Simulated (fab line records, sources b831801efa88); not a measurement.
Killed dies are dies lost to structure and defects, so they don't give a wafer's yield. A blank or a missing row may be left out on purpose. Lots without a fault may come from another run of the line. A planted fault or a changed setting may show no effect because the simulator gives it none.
A struck lot beside a sound one | flow sky130 | 43 steps out of a route of 708
Sound: wafers L836.2, L836.4, L836.6. Struck: wafer L848.3. (L848.2, L848.4 of the same lot were not struck and are left out.) The cause comes at the end.
At each step with rows: each side's tool, then ch and its chambers, then its first start. Under that, the readings that differ: sound wafers | struck wafers | difference of the means | sigmas: that difference in standard deviations of wafers without a fault.
alike: readings whose means differ by less than 2 such deviations, and words and numbers that are the same on both sides. not compared: withheld readings, readings that some wafer has no value for, bounds like >300 that may hide the same value, and numbers for which the record gives no deviation and whose values overlap.
The two part at a step that has a row with sigmas, a row that says differs or no value, or rows on one side only. Numbers that don't overlap but have no deviation are shown without sigmas and don't part them. A reading that every wafer of one side lacks parts them only if that side has two wafers or more.

first, 3 steps without rows for these wafers: SKY_VIA4_STRIP_14 (strips in post etch residue remover, time 1200 s); SKY_VIA4_CLEAN_15 (cleans in IPA, time 180 s); SKY_VIA4_CLEAN_16 (cleans in O3/DIW).
SKY_VIA4_SPUTTER_17: material TiN, target thk 20 nm, time 80 s.
  sound on pvd_sputter-04, day 44 19:29; struck on pvd_sputter-02, day 47 14:29
  alike: throttle_valve_pct
then, 1 step without rows for these wafers: SKY_VIA4_CVD_18 (deposits W, target thk 505 nm, time 152.14 s).
SKY_VIA4_RS_MEAS_19: measures by four-point-probe.
  sound on film_metro-02, day 44 19:43; struck on film_metro-02, day 47 14:43
  alike: VIA4_W_RS
SKY_VIA4_THK_MEAS_20: measures by xrf.
  sound on film_metro-02, day 44 19:49; struck on film_metro-02, day 47 14:50
  alike: VIA4_W_THK
then, 1 step without rows for these wafers: SKY_VIA4_CMP_21 (polishes, stops on SiO2, t overpolish 25 s, target thk 0 nm).
SKY_METAL5_SPUTTER_00: material Ti, target thk 15 nm, time 10 s.
  sound on pvd_sputter-01, day 44 20:10; struck on pvd_sputter-03, day 47 16:26
  alike: throttle_valve_pct
SKY_METAL5_SPUTTER_01: material TiN, target thk 20 nm, time 16.7 s.
  sound on pvd_sputter-01, day 44 20:11; struck on pvd_sputter-03, day 47 16:28
  alike: throttle_valve_pct
SKY_METAL5_SPUTTER_02: material AlCu, target thk 1150 nm, time 61.2 s.
  sound on pvd_sputter-01, day 44 20:13; struck on pvd_sputter-03, day 47 16:29
  alike: throttle_valve_pct
then, 1 step without rows for these wafers: SKY_METAL5_SPUTTER_03 (material Ti, target thk 5 nm, time 3.3 s).
SKY_METAL5_SPUTTER_04: material TiN, target thk 70 nm, time 58.3 s.
  sound on pvd_sputter-01, day 44 20:17; struck on pvd_sputter-03, day 47 16:34
  alike: throttle_valve_pct
SKY_METAL5_RS_MEAS_05: measures by four-point-probe.
  sound on film_metro-03, day 44 20:21; struck on film_metro-03, day 47 16:37
  alike: METAL5_ALCU_RS
SKY_METAL5_THK_MEAS_06: measures by xrf.
  sound on film_metro-03, day 44 20:28; struck on film_metro-03, day 47 16:44
  reading              | sound          | struck | difference | sigmas
  METAL5_ALCU_THK (nm) | 1138 1123 1161 | 1176   | +35        | +2
then, 14 steps without rows for these wafers: SKY_METAL5_DEHYDRATE_07 (time 60 s); SKY_METAL5_HMDS_08 (prime time 60 s); SKY_METAL5_COAT_09 (resist thk 1800 nm); SKY_METAL5_SOFTBAKE_10 (time 60 s); SKY_METAL5_EXPOSE_11 (exposes mask MM5, target cd 1600 nm); SKY_METAL5_PEB_12; SKY_METAL5_DEVELOP_13 (develop time 60 s); SKY_METAL5_DESCUM_14 (chemistry O2, time 11 s); SKY_METAL5_METAL_ETCH_15 (etches the open film in Cl2/BCl3, stops on SiO2, target depth 1260 nm, time 252 s); SKY_METAL5_STRIP_16 (strips in O2/N2); SKY_METAL5_STRIP_17 (strips in post etch residue remover, time 1200 s); SKY_METAL5_CLEAN_18 (cleans in IPA, time 180 s); SKY_METAL5_CLEAN_19 (cleans in O3/DIW); SKY_PASSIVATION_CVD_00 (deposits SiO2, target thk 90 nm).
SKY_PASSIVATION_THK_MEAS_01:
  sound on film_metro-04, day 45 18:41; struck on film_metro-03, day 48 12:03
  alike: PASSIVATION_CVD_00_THK
then, 1 step without rows for these wafers: SKY_PASSIVATION_CVD_02 (deposits Si3N4, target thk 540 nm).
SKY_PASSIVATION_THK_MEAS_03:
  sound on film_metro-01, day 45 18:58; struck on film_metro-03, day 48 12:20
  alike: PASSIVATION_CVD_02_THK
then, 8 steps without rows for these wafers: SKY_PASSIVATION_DEHYDRATE_04 (time 60 s); SKY_PASSIVATION_HMDS_05 (prime time 60 s); SKY_PASSIVATION_COAT_06 (resist thk 3000 nm); SKY_PASSIVATION_SOFTBAKE_07; SKY_PASSIVATION_EXPOSE_08 (exposes mask NSM, target cd 3000 nm); SKY_PASSIVATION_PEB_09; SKY_PASSIVATION_DEVELOP_10 (develop time 60 s); SKY_PASSIVATION_ETCH_11 (etches the open film in CF4/O2, stops on AlCu, target depth 725 nm, time 161.1 s).
SKY_PASSIVATION_STRIP_12: strips in O2/N2.
  sound on plasma_asher-04 ch 0,1, day 46 16:05; struck on plasma_asher-04 ch 1, day 49 06:27
  alike: drypump_motor_current_A, n2_flow_sccm, oes_product_au, strip_time_to_endpoint_s
  not compared: rf_hours_counter_h
then, 1 step without rows for these wafers: SKY_PAD_OPEN_DEHYDRATE_00 (time 60 s).
SKY_PAD_OPEN_PROBE_99:
  sound on prober-01, day 47 15:26; struck on prober-01, day 50 01:37
  reading                               | sound               | struck | difference | sigmas
  defect_limited_yield (%)              | 82.9 81.1 82.9      | 73.8   | -8.5       | -4
  killed_at_M4_up                       | 5 2 1               | 30     | +27        | +15
  killed_dies                           | 84 93 84            | 129    | +42        | +4
  killed_on_rim                         | 18 22 27            | 33     | +11        | +3
  sort_bin_3_pad_short (%)              | 0.4 0.4 1.4         | 2.8    | +2.1       | +5
  sort_bin_5_function (%)               | 10.0 12.4 9.3       | 16.1   | +5.5       | +3
  sort_n_pass                           | 408 399 408         | 363    | -42        | -4
  sort_yield_pct (%)                    | 82.9 81.1 82.9      | 73.8   | -8.5       | -4
  model.etest.tester.sort_n_pass        | 408 399 408         | 363    | -42        |
  model.etest.tester.sort_yield_pct (%) | 82.93 81.1 82.93    | 73.78  | -8.54      |
  model.etest.tester.sort_bin_5_pct (%) | 9.959 12.4 9.35     | 16.06  | +5.49      |
  model.etest.tester.sort_bin_3_pct (%) | 0.4065 0.4065 1.423 | 2.846  | +2.101     |
  alike: killed_at_M0_to_M3, killed_at_contacts, killed_at_front_end, killed_at_other, killed_open, killed_short, sort_bin_6_memory

WHERE THEY PART
First at SKY_METAL5_THK_MEAS_06; last, within this record, at SKY_PAD_OPEN_PROBE_99.

WHY: what the simulator had put in
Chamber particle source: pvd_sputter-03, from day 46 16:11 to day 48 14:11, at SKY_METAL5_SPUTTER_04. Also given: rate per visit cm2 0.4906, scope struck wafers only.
